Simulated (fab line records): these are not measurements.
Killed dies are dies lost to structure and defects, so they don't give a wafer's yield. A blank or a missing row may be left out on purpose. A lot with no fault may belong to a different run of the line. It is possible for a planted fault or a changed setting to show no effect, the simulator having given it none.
fab line records || flow sky130
[record] {"lots": 7, "wafers": 21, "last-day": 50}
route steps=708 shown PWDE@48 NWELL@56
lots with no fault: from the same line, run without faults
start-h: hours from the record's first day to the start of the lot's first wafer shown || wait-h: hours since the lot's step before || " as in the row above || L1.1+2: one row covering several wafers at once || - no value, or no start given || * or withheld: withheld || < > ~ a bound
route shown NAME@n: a module of which the file shows steps, and the number in the route of the first || usual: the fault-free wafers' mean and standard deviation || same: alike in all rows || chamber/n: place in a boat || sites: per-site readings || _std_site: their standard deviation || _edge_site: inner sites' mean taken away from outer sites' mean || radius-mm: how far each site lies from the wafer's centre || mask NAME#n: copy n || behind: the most recent tool/chamber to have shaped the wafer || hold: the reason the lot was held/the length of the hold in hours/how it ended || device: transistor that didn't switch, given as n, p or np || end of line: the same wafers' tests at the end of the route || step lacking rows: just its recipe || killed: at the first sort, the dies lost to defects and structure; wafer yield is something else || map: the dies of a wafer, with x for killed, . for not killed, _ for no die there
set.NAME: setting as actually run; set.NAME@STEP: the setting as run at that earlier step || model.NAME: the simulator's own value behind a step, which no gauge read
lots at selected steps of the route; one table per step, one row per wafer
services: a tool's chamber out of use, with start hour (start-h, from the record's first day; less than 0 if before it), hours out, and reason
[[steps]]
[step SKY_PWDE_SOFTBAKE_03]
[recipe] {"temp-c": 110, "time-s": "withheld"}
[step SKY_PWDE_EXPOSE_04]
[recipe] {"mask-id": "PWDEM", "na": 0.6, "source-shape": "conventional", "sigma-outer": 0.6, "polarization": "unpolarized", "target-cd-nm": 840, "dose-mj": 214}
[step SKY_PWDE_PEB_05]
[recipe] {"temp-c": 115, "time-s": "withheld"}
[step SKY_PWDE_DEVELOP_06]
[recipe] {"wall-angle-deg": 90, "developer": "TMAH", "develop-time-s": 60, "dev-temp-c": 22.19}
[step SKY_PWDE_OVL_MEAS_07]
[usual] {"PWDE_OVL": "0.5/1.1"}
{"lot.wafer": "L843.1", "tool": "overlay-02", "chamber": "-", "start-h": 67.19, "wait-h": "-", "PWDE_OVL[nm]": -2.3}
{"lot.wafer": "L843.2", "tool": "overlay-02", "chamber": "-", "start-h": 67.19, "wait-h": "-", "PWDE_OVL[nm]": -1.2}
{"lot.wafer": "L843.6", "tool": "overlay-02", "chamber": "-", "start-h": 67.19, "wait-h": "-", "PWDE_OVL[nm]": -0.7}
{"lot.wafer": "L849.2", "tool": "overlay-01", "chamber": "-", "start-h": 105.06, "wait-h": "-", "PWDE_OVL[nm]": 3.1}
{"lot.wafer": "L849.4", "tool": "overlay-01", "chamber": "-", "start-h": 105.06, "wait-h": "-", "PWDE_OVL[nm]": 1.9}
{"lot.wafer": "L849.5", "tool": "overlay-01", "chamber": "-", "start-h": 105.06, "wait-h": "-", "PWDE_OVL[nm]": 1.5}
{"lot.wafer": "L862.2", "tool": "overlay-02", "chamber": "-", "start-h": 174.76, "wait-h": "-", "PWDE_OVL[nm]": 0.4}
{"lot.wafer": "L862.3", "tool": "overlay-02", "chamber": "-", "start-h": 174.76, "wait-h": "-", "PWDE_OVL[nm]": 1.6}
{"lot.wafer": "L862.6", "tool": "overlay-02", "chamber": "-", "start-h": 174.76, "wait-h": "-", "PWDE_OVL[nm]": 2.1}
{"lot.wafer": "L863.1", "tool": "overlay-02", "chamber": "-", "start-h": 185.79, "wait-h": "-", "PWDE_OVL[nm]": 1.3}
{"lot.wafer": "L863.3", "tool": "overlay-02", "chamber": "-", "start-h": 185.79, "wait-h": "-", "PWDE_OVL[nm]": 0.6}
{"lot.wafer": "L863.6", "tool": "overlay-02", "chamber": "-", "start-h": 185.79, "wait-h": "-", "PWDE_OVL[nm]": -0.6}
{"lot.wafer": "L864.2", "tool": "overlay-02", "chamber": "-", "start-h": 191.44, "wait-h": "-", "PWDE_OVL[nm]": -0.2}
{"lot.wafer": "L864.4", "tool": "overlay-02", "chamber": "-", "start-h": 191.44, "wait-h": "-", "PWDE_OVL[nm]": -0.1}
{"lot.wafer": "L864.5", "tool": "overlay-02", "chamber": "-", "start-h": 191.44, "wait-h": "-", "PWDE_OVL[nm]": 0.6}
{"lot.wafer": "L865.1", "tool": "overlay-02", "chamber": "-", "start-h": 195.96, "wait-h": "-", "PWDE_OVL[nm]": -1.7}
{"lot.wafer": "L865.2", "tool": "overlay-02", "chamber": "-", "start-h": 195.96, "wait-h": "-", "PWDE_OVL[nm]": -2.1}
{"lot.wafer": "L865.5", "tool": "overlay-02", "chamber": "-", "start-h": 195.96, "wait-h": "-", "PWDE_OVL[nm]": -0.2}
{"lot.wafer": "L866.1", "tool": "overlay-01", "chamber": "-", "start-h": 199.54, "wait-h": "-", "PWDE_OVL[nm]": 2.0}
{"lot.wafer": "L866.2", "tool": "overlay-01", "chamber": "-", "start-h": 199.54, "wait-h": "-", "PWDE_OVL[nm]": -1.2}
{"lot.wafer": "L866.3", "tool": "overlay-01", "chamber": "-", "start-h": 199.54, "wait-h": "-", "PWDE_OVL[nm]": 0.1}
[step SKY_PWDE_IMPLANT_08]
[recipe] {"species": "B", "energy-kev": 150, "dose-cm2": 3.6e+12, "tilt-deg": "withheld"}
[step SKY_PWDE_STRIP_09]
[recipe] {"chemistry": "O2/N2", "power-w": 1400, "pressure-mtorr": 1500, "platen-temp-c": "withheld", "o2-flow-sccm": 3000, "n2-flow-sccm": 300, "overash-fraction": 0.5}
[usual] {"drypump-motor-current-A": "5.3/0.31", "oes-product-au": "0.722/0.0044", "strip-time-to-endpoint-s": "36.96/0.089"}
{"lot.wafer": "L843.1", "tool": "plasma-asher-04", "chamber": 1, "start-h": 67.38, "wait-h": 0.1, "drypump-motor-current-A": 5.6, "oes-product-au": 0.718, "rf-hours-counter-h": 38, "strip-time-to-endpoint-s": 37.07}
{"lot.wafer": "L843.2", "tool": "plasma-asher-04", "chamber": 0, "start-h": 67.38, "wait-h": 0.1, "drypump-motor-current-A": 5.3, "oes-product-au": 0.727, "rf-hours-counter-h": 38, "strip-time-to-endpoint-s": 36.99}
{"lot.wafer": "L843.6", "tool": "plasma-asher-04", "chamber": 1, "start-h": 67.38, "wait-h": 0.1, "drypump-motor-current-A": 5.6, "oes-product-au": 0.724, "rf-hours-counter-h": "-", "strip-time-to-endpoint-s": 36.89}
{"lot.wafer": "L849.2", "tool": "plasma-asher-03", "chamber": 0, "start-h": 105.24, "wait-h": 0.1, "drypump-motor-current-A": 4.8, "oes-product-au": 0.727, "rf-hours-counter-h": 42, "strip-time-to-endpoint-s": 36.92}
{"lot.wafer": "L849.4", "tool": "plasma-asher-03", "chamber": 0, "start-h": 105.24, "wait-h": 0.1, "drypump-motor-current-A": 4.8, "oes-product-au": 0.729, "rf-hours-counter-h": "-", "strip-time-to-endpoint-s": 37.10}
{"lot.wafer": "L849.5", "tool": "plasma-asher-03", "chamber": 1, "start-h": 105.24, "wait-h": 0.1, "drypump-motor-current-A": 5.5, "oes-product-au": 0.717, "rf-hours-counter-h": "-", "strip-time-to-endpoint-s": 36.88}
{"lot.wafer": "L862.2", "tool": "plasma-asher-03", "chamber": 1, "start-h": 174.94, "wait-h": 0.1, "drypump-motor-current-A": 5.5, "oes-product-au": 0.723, "rf-hours-counter-h": 49, "strip-time-to-endpoint-s": 37.07}
{"lot.wafer": "L862.3", "tool": "plasma-asher-03", "chamber": 1, "start-h": 174.94, "wait-h": 0.1, "drypump-motor-current-A": 5.5, "oes-product-au": 0.714, "rf-hours-counter-h": "-", "strip-time-to-endpoint-s": 37.06}
{"lot.wafer": "L862.6", "tool": "plasma-asher-03", "chamber": 1, "start-h": 174.94, "wait-h": 0.1, "drypump-motor-current-A": 5.5, "oes-product-au": 0.713, "rf-hours-counter-h": "-", "strip-time-to-endpoint-s": 37.02}
{"lot.wafer": "L863.1", "tool": "plasma-asher-01", "chamber": 1, "start-h": 185.98, "wait-h": 0.1, "drypump-motor-current-A": 5.2, "oes-product-au": 0.726, "rf-hours-counter-h": 6, "strip-time-to-endpoint-s": 36.98}
{"lot.wafer": "L863.3", "tool": "plasma-asher-01", "chamber": 1, "start-h": 185.98, "wait-h": 0.1, "drypump-motor-current-A": 5.2, "oes-product-au": 0.724, "rf-hours-counter-h": "-", "strip-time-to-endpoint-s": 36.97}
{"lot.wafer": "L863.6", "tool": "plasma-asher-01", "chamber": 0, "start-h": 185.98, "wait-h": 0.1, "drypump-motor-current-A": 5.5, "oes-product-au": 0.732, "rf-hours-counter-h": "-", "strip-time-to-endpoint-s": 36.89}
{"lot.wafer": "L864.2", "tool": "plasma-asher-04", "chamber": 0, "start-h": 191.62, "wait-h": 0.1, "drypump-motor-current-A": 5.3, "oes-product-au": 0.716, "rf-hours-counter-h": 51, "strip-time-to-endpoint-s": 37.00}
{"lot.wafer": "L864.4", "tool": "plasma-asher-04", "chamber": 1, "start-h": 191.62, "wait-h": 0.1, "drypump-motor-current-A": 5.6, "oes-product-au": 0.721, "rf-hours-counter-h": "-", "strip-time-to-endpoint-s": 36.88}
{"lot.wafer": "L864.5", "tool": "plasma-asher-04", "chamber": 1, "start-h": 191.62, "wait-h": 0.1, "drypump-motor-current-A": 5.6, "oes-product-au": 0.727, "rf-hours-counter-h": "-", "strip-time-to-endpoint-s": 37.03}
{"lot.wafer": "L865.1", "tool": "plasma-asher-03", "chamber": 0, "start-h": 196.14, "wait-h": 0.1, "drypump-motor-current-A": 4.8, "oes-product-au": 0.724, "rf-hours-counter-h": 51, "strip-time-to-endpoint-s": 37.12}
{"lot.wafer": "L865.2", "tool": "plasma-asher-03", "chamber": 1, "start-h": 196.14, "wait-h": 0.1, "drypump-motor-current-A": 5.5, "oes-product-au": 0.718, "rf-hours-counter-h": 51, "strip-time-to-endpoint-s": 37.07}
{"lot.wafer": "L865.5", "tool": "plasma-asher-03", "chamber": 0, "start-h": 196.14, "wait-h": 0.1, "drypump-motor-current-A": 4.8, "oes-product-au": 0.722, "rf-hours-counter-h": "-", "strip-time-to-endpoint-s": 37.06}
{"lot.wafer": "L866.1", "tool": "plasma-asher-03", "chamber": 0, "start-h": 199.72, "wait-h": 0.1, "drypump-motor-current-A": 4.8, "oes-product-au": 0.723, "rf-hours-counter-h": 52, "strip-time-to-endpoint-s": 36.84}
{"lot.wafer": "L866.2", "tool": "plasma-asher-03", "chamber": 1, "start-h": 199.72, "wait-h": 0.1, "drypump-motor-current-A": 5.5, "oes-product-au": 0.722, "rf-hours-counter-h": 52, "strip-time-to-endpoint-s": 36.90}
{"lot.wafer": "L866.3", "tool": "plasma-asher-03", "chamber": 1, "start-h": 199.72, "wait-h": 0.1, "drypump-motor-current-A": 5.5, "oes-product-au": 0.731, "rf-hours-counter-h": "-", "strip-time-to-endpoint-s": 36.86}
[step SKY_PWDE_TW_MEAS_10]
[usual] {"PWDE_TW": "374.5/2.1"}
{"lot.wafer": "L843.1", "tool": "film-metro-02", "chamber": "-", "start-h": 67.48, "wait-h": 0.1, "PWDE_TW": 372.9}
{"lot.wafer": "L843.2", "tool": "film-metro-02", "chamber": "-", "start-h": 67.48, "wait-h": 0.1, "PWDE_TW": 369.7}
{"lot.wafer": "L843.6", "tool": "film-metro-02", "chamber": "-", "start-h": 67.48, "wait-h": 0.1, "PWDE_TW": 371.2}
{"lot.wafer": "L849.2", "tool": "film-metro-02", "chamber": "-", "start-h": 105.35, "wait-h": 0.1, "PWDE_TW": 370.6}
{"lot.wafer": "L849.4", "tool": "film-metro-02", "chamber": "-", "start-h": 105.35, "wait-h": 0.1, "PWDE_TW": 371.0}
{"lot.wafer": "L849.5", "tool": "film-metro-02", "chamber": "-", "start-h": 105.35, "wait-h": 0.1, "PWDE_TW": 370.2}
{"lot.wafer": "L862.2", "tool": "film-metro-04", "chamber": "-", "start-h": 175.05, "wait-h": 0.1, "PWDE_TW": 376.1}
{"lot.wafer": "L862.3", "tool": "film-metro-04", "chamber": "-", "start-h": 175.05, "wait-h": 0.1, "PWDE_TW": 376.2}
{"lot.wafer": "L862.6", "tool": "film-metro-04", "chamber": "-", "start-h": 175.05, "wait-h": 0.1, "PWDE_TW": 379.4}
{"lot.wafer": "L863.1", "tool": "film-metro-02", "chamber": "-", "start-h": 186.07, "wait-h": 0.1, "PWDE_TW": 371.7}
{"lot.wafer": "L863.3", "tool": "film-metro-02", "chamber": "-", "start-h": 186.07, "wait-h": 0.1, "PWDE_TW": 371.8}
{"lot.wafer": "L863.6", "tool": "film-metro-02", "chamber": "-", "start-h": 186.07, "wait-h": 0.1, "PWDE_TW": 373.1}
{"lot.wafer": "L864.2", "tool": "film-metro-04", "chamber": "-", "start-h": 191.73, "wait-h": 0.1, "PWDE_TW": 375.6}
{"lot.wafer": "L864.4", "tool": "film-metro-04", "chamber": "-", "start-h": 191.73, "wait-h": 0.1, "PWDE_TW": 379.1}
{"lot.wafer": "L864.5", "tool": "film-metro-04", "chamber": "-", "start-h": 191.73, "wait-h": 0.1, "PWDE_TW": 376.4}
{"lot.wafer": "L865.1", "tool": "film-metro-04", "chamber": "-", "start-h": 196.24, "wait-h": 0.1, "PWDE_TW": 373.2}
{"lot.wafer": "L865.2", "tool": "film-metro-04", "chamber": "-", "start-h": 196.24, "wait-h": 0.1, "PWDE_TW": 373.7}
{"lot.wafer": "L865.5", "tool": "film-metro-04", "chamber": "-", "start-h": 196.24, "wait-h": 0.1, "PWDE_TW": 372.7}
{"lot.wafer": "L866.1", "tool": "film-metro-01", "chamber": "-", "start-h": 199.82, "wait-h": 0.1, "PWDE_TW": 373.8}
{"lot.wafer": "L866.2", "tool": "film-metro-01", "chamber": "-", "start-h": 199.82, "wait-h": 0.1, "PWDE_TW": 374.5}
{"lot.wafer": "L866.3", "tool": "film-metro-01", "chamber": "-", "start-h": 199.82, "wait-h": 0.1, "PWDE_TW": 375.7}
[step SKY_NWELL_DEHYDRATE_03]
[recipe] {"temp-c": 200, "time-s": 60}
[step SKY_NWELL_HMDS_04]
[recipe] {"prime-time-s": 60, "prime-temp-c": 120}
[step SKY_NWELL_COAT_05]
[recipe] {"spin-rpm": 2000, "resist-thk-nm": 3000}
[step SKY_NWELL_SOFTBAKE_06]
[recipe] {"temp-c": 110, "time-s": "withheld"}
[step SKY_NWELL_EXPOSE_07]
[recipe] {"mask-id": "NWM", "na": 0.6, "source-shape": "conventional", "sigma-outer": 0.6, "polarization": "unpolarized", "target-cd-nm": 840, "dose-mj": 255}
[usual] {"exposure-dose-mJ-cm2": "255.09/0.25", "focus-offset-nm": "-0.1/0.5", "na": "0.6/0", "reticle-temp-C": "22.99/0.11"}
{"lot.wafer": "L843.1", "tool": "iline-stepper-01", "chamber": 0, "start-h": 75.54, "wait-h": "-", "mask": "NWM#0", "exposure-dose-mJ-cm2": 255.31, "focus-offset-nm": 0.4, "na": 0.6, "reticle-temp-C": 22.96}
{"lot.wafer": "L843.2", "tool": "iline-stepper-01", "chamber": 0, "start-h": 75.54, "wait-h": "-", "mask": "NWM#0", "exposure-dose-mJ-cm2": 255.06, "focus-offset-nm": 0.0, "na": 0.6, "reticle-temp-C": 22.83}
{"lot.wafer": "L843.6", "tool": "iline-stepper-01", "chamber": 0, "start-h": 75.54, "wait-h": "-", "mask": "NWM#0", "exposure-dose-mJ-cm2": 254.96, "focus-offset-nm": -0.1, "na": 0.6, "reticle-temp-C": 23.01}
{"lot.wafer": "L849.2", "tool": "iline-stepper-01", "chamber": 0, "start-h": 114.25, "wait-h": "-", "mask": "NWM#0", "exposure-dose-mJ-cm2": 255.16, "focus-offset-nm": 0.5, "na": 0.6, "reticle-temp-C": 23.10}
{"lot.wafer": "L849.4", "tool": "iline-stepper-01", "chamber": 0, "start-h": 114.25, "wait-h": "-", "mask": "NWM#0", "exposure-dose-mJ-cm2": 254.73, "focus-offset-nm": 0.3, "na": 0.6, "reticle-temp-C": 23.11}
{"lot.wafer": "L849.5", "tool": "iline-stepper-01", "chamber": 0, "start-h": 114.25, "wait-h": "-", "mask": "NWM#0", "exposure-dose-mJ-cm2": 255.02, "focus-offset-nm": -0.2, "na": 0.6, "reticle-temp-C": 23.01}
{"lot.wafer": "L862.2", "tool": "iline-stepper-02", "chamber": "-", "start-h": 185.93, "wait-h": "-", "mask": "NWM#0", "exposure-dose-mJ-cm2": "-", "focus-offset-nm": "-", "na": "-", "reticle-temp-C": "-"}
{"lot.wafer": "L862.3", "tool": "iline-stepper-02", "chamber": "-", "start-h": 185.93, "wait-h": "-", "mask": "NWM#0", "exposure-dose-mJ-cm2": "-", "focus-offset-nm": "-", "na": "-", "reticle-temp-C": "-"}
{"lot.wafer": "L862.6", "tool": "iline-stepper-02", "chamber": "-", "start-h": 185.93, "wait-h": "-", "mask": "NWM#0", "exposure-dose-mJ-cm2": "-", "focus-offset-nm": "-", "na": "-", "reticle-temp-C": "-"}
{"lot.wafer": "L863.1", "tool": "iline-stepper-02", "chamber": "-", "start-h": 196.73, "wait-h": "-", "mask": "NWM#0", "exposure-dose-mJ-cm2": "-", "focus-offset-nm": "-", "na": "-", "reticle-temp-C": "-"}
{"lot.wafer": "L863.3", "tool": "iline-stepper-02", "chamber": "-", "start-h": 196.73, "wait-h": "-", "mask": "NWM#0", "exposure-dose-mJ-cm2": "-", "focus-offset-nm": "-", "na": "-", "reticle-temp-C": "-"}
{"lot.wafer": "L863.6", "tool": "iline-stepper-02", "chamber": "-", "start-h": 196.73, "wait-h": "-", "mask": "NWM#0", "exposure-dose-mJ-cm2": "-", "focus-offset-nm": "-", "na": "-", "reticle-temp-C": "-"}
{"lot.wafer": "L864.2", "tool": "iline-stepper-01", "chamber": "-", "start-h": 203.04, "wait-h": "-", "mask": "NWM#0", "exposure-dose-mJ-cm2": "-", "focus-offset-nm": "-", "na": "-", "reticle-temp-C": "-"}
{"lot.wafer": "L864.4", "tool": "iline-stepper-01", "chamber": "-", "start-h": 203.04, "wait-h": "-", "mask": "NWM#0", "exposure-dose-mJ-cm2": "-", "focus-offset-nm": "-", "na": "-", "reticle-temp-C": "-"}
{"lot.wafer": "L864.5", "tool": "iline-stepper-01", "chamber": "-", "start-h": 203.04, "wait-h": "-", "mask": "NWM#0", "exposure-dose-mJ-cm2": "-", "focus-offset-nm": "-", "na": "-", "reticle-temp-C": "-"}
{"lot.wafer": "L865.1", "tool": "iline-stepper-02", "chamber": 0, "start-h": 208.13, "wait-h": "-", "mask": "NWM#0", "exposure-dose-mJ-cm2": 255.11, "focus-offset-nm": -0.2, "na": 0.6, "reticle-temp-C": 22.78}
{"lot.wafer": "L865.2", "tool": "iline-stepper-02", "chamber": 0, "start-h": 208.13, "wait-h": "-", "mask": "NWM#0", "exposure-dose-mJ-cm2": 254.79, "focus-offset-nm": -1.1, "na": 0.6, "reticle-temp-C": 22.94}
{"lot.wafer": "L865.5", "tool": "iline-stepper-02", "chamber": 0, "start-h": 208.13, "wait-h": "-", "mask": "NWM#0", "exposure-dose-mJ-cm2": 255.09, "focus-offset-nm": -0.2, "na": 0.6, "reticle-temp-C": 23.01}
{"lot.wafer": "L866.1", "tool": "iline-stepper-02", "chamber": 0, "start-h": 211.09, "wait-h": "-", "mask": "NWM#0", "exposure-dose-mJ-cm2": 255.10, "focus-offset-nm": 0.0, "na": 0.6, "reticle-temp-C": 23.15}
{"lot.wafer": "L866.2", "tool": "iline-stepper-02", "chamber": 0, "start-h": 211.09, "wait-h": "-", "mask": "NWM#0", "exposure-dose-mJ-cm2": 254.96, "focus-offset-nm": -0.7, "na": 0.6, "reticle-temp-C": 23.00}
{"lot.wafer": "L866.3", "tool": "iline-stepper-02", "chamber": 0, "start-h": 211.09, "wait-h": "-", "mask": "NWM#0", "exposure-dose-mJ-cm2": 254.97, "focus-offset-nm": 1.1, "na": 0.6, "reticle-temp-C": 23.00}
[step SKY_NWELL_PEB_08]
[recipe] {"temp-c": 115, "time-s": "withheld"}
[[services]]
{"tool": "iline-stepper-02", "chamber": 0, "start-h": 44.48, "hours": "-", "kind": "calibration"}
{"tool": "plasma-asher-01", "chamber": "-", "start-h": 54.02, "hours": 22.2, "kind": "pm"}
{"tool": "iline-stepper-01", "chamber": "-", "start-h": 77.23, "hours": 2.1, "kind": "pm"}
{"tool": "iline-stepper-01", "chamber": "-", "start-h": 79.32, "hours": "-", "kind": "consumable-replace:lamp"}
{"tool": "iline-stepper-02", "chamber": "-", "start-h": 99.75, "hours": 1.7, "kind": "pm"}
{"tool": "plasma-asher-01", "chamber": "-", "start-h": 108.75, "hours": 9.0, "kind": "pm"}
{"tool": "plasma-asher-01", "chamber": 0, "start-h": 108.75, "hours": 9.0, "kind": "vent-cycle"}
{"tool": "plasma-asher-01", "chamber": 1, "start-h": 108.75, "hours": 9.0, "kind": "vent-cycle"}
{"tool": "plasma-asher-01", "chamber": 0, "start-h": 117.75, "hours": "-", "kind": "clean"}
{"tool": "plasma-asher-01", "chamber": 1, "start-h": 117.75, "hours": "-", "kind": "clean"}
{"tool": "iline-stepper-02", "chamber": "-", "start-h": 129.54, "hours": 13.8, "kind": "repair"}
{"tool": "plasma-asher-03", "chamber": "-", "start-h": 142.37, "hours": 0.4, "kind": "repair"}
{"tool": "plasma-asher-01", "chamber": "-", "start-h": 144.33, "hours": 2.0, "kind": "repair"}
{"tool": "plasma-asher-01", "chamber": "-", "start-h": 190.93, "hours": 14.6, "kind": "pm"}
[[key]]
[first-sign] {"step": "SKY_NWELL_EXPOSE_07", "reading": "tool-record", "direction": "missing"}
effect none on later readings
met-at SKY_NWELL_EXPOSE_07
struck-wafers L862.2,L862.3,L862.6,L863.1,L863.3,L863.6,L864.2,L864.4,L864.5
sort-left-out L862.2,L862.3,L862.6,L863.1,L863.3,L863.6,L864.2,L864.4,L864.5
tester-left-out L862,L863,L864
onset-between 114.25 185.93
[fault] {"kind": "skipped-step-whole", "tool": "iline-stepper-01,iline-stepper-02", "chamber": "-", "onset-h": 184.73, "steps": "SKY_NWELL_EXPOSE_07", "scope": "struck-lots-only"}
// tester-left-out: of these lots the tester's yield and bins aren't shown, on N5 and GAA mostly nor the transistor test; their killed dies are dies lost to structure and defects alone, not to doping, threshold or leakage, so they don't give the yield
// sort-left-out: the simulated sort isn't trusted on such a fault, so these wafers' sort isn't shown, and their yield isn't known
